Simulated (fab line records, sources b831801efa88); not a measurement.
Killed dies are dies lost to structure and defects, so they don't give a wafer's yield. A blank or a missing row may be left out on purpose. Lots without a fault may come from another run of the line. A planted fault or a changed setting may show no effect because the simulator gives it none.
One fault seen from 2 desks | flow gf180mcu | each desk has only its own numbers; what lay behind them comes last

THE TOOL OWNER'S DESK: cvd_w-02
The tool's own readings at GF_CONTACT_CVD_24 (deposits W, target thk 300 nm, time 90.339 s): means of the sampled wafers that have a number, for each lot that ran on this tool. A lot is out of limits, marked OUT, if its mean lies more than 4 standard deviations from the usual mean; the brackets give that distance.
Columns: A = chamber_pressure_Torr at GF_CONTACT_CVD_24, usual 39.99 Torr; B = heater_power_outer_w at GF_CONTACT_CVD_24, usual 544 W; C = heater_power_w at GF_CONTACT_CVD_24, usual 881 W
lot  | first seen here | A     | B   | C
L737 | day 17 05:27    | 40.00 | 542 | 878
L739 | day 18 00:19    | 39.91 | 564 | 889
L738 | day 18 04:03    | 39.97 | 557 | 892
L747 | day 21 07:53    | 40.03 | 570 | 878
L751 | day 22 13:07    | 40.00 | 520 | 832
L753 | day 23 03:40    | 40.05 | 561 | 898
L755 | day 23 17:07    | 39.95 | 524 | 838
L756 | day 24 03:05    | 39.99 | 517 | 849
This desk's finding: nothing out of limits on any of the 8 lots.

THE METROLOGY DESK
What the gauges read, lot by lot, whatever tool the lot ran on: means of the sampled wafers that have a number. A lot is out of limits, marked OUT, if its mean lies more than 4 standard deviations from the usual mean; the brackets give that distance.
Columns: A = M5_OVL at GF_M5_OVL_MEAS_08, usual 1 nm
lot  | first seen here | A
L734 | day 26 13:31    | 1
L735 | day 26 18:59    | -1
L737 | day 27 09:32    | 4
L739 | day 28 02:29    | -2
L738 | day 28 04:44    | -1
L747 | day 30 17:22    | -1
L750 | day 31 07:02    | 2
L751 | day 31 14:35    | -4
L752 | day 31 21:13    | 4
L753 | day 32 01:31    | 2
L755 | day 32 11:53    | 0
L756 | day 32 18:41    | -1
L757 | day 32 21:31    | 8
This desk's finding: nothing out of limits on any of the 13 lots.

PUT TOGETHER
The tool owner's desk saw nothing out of limits.
The metrology desk saw nothing out of limits.

WHAT THE SIMULATOR HAD PUT IN
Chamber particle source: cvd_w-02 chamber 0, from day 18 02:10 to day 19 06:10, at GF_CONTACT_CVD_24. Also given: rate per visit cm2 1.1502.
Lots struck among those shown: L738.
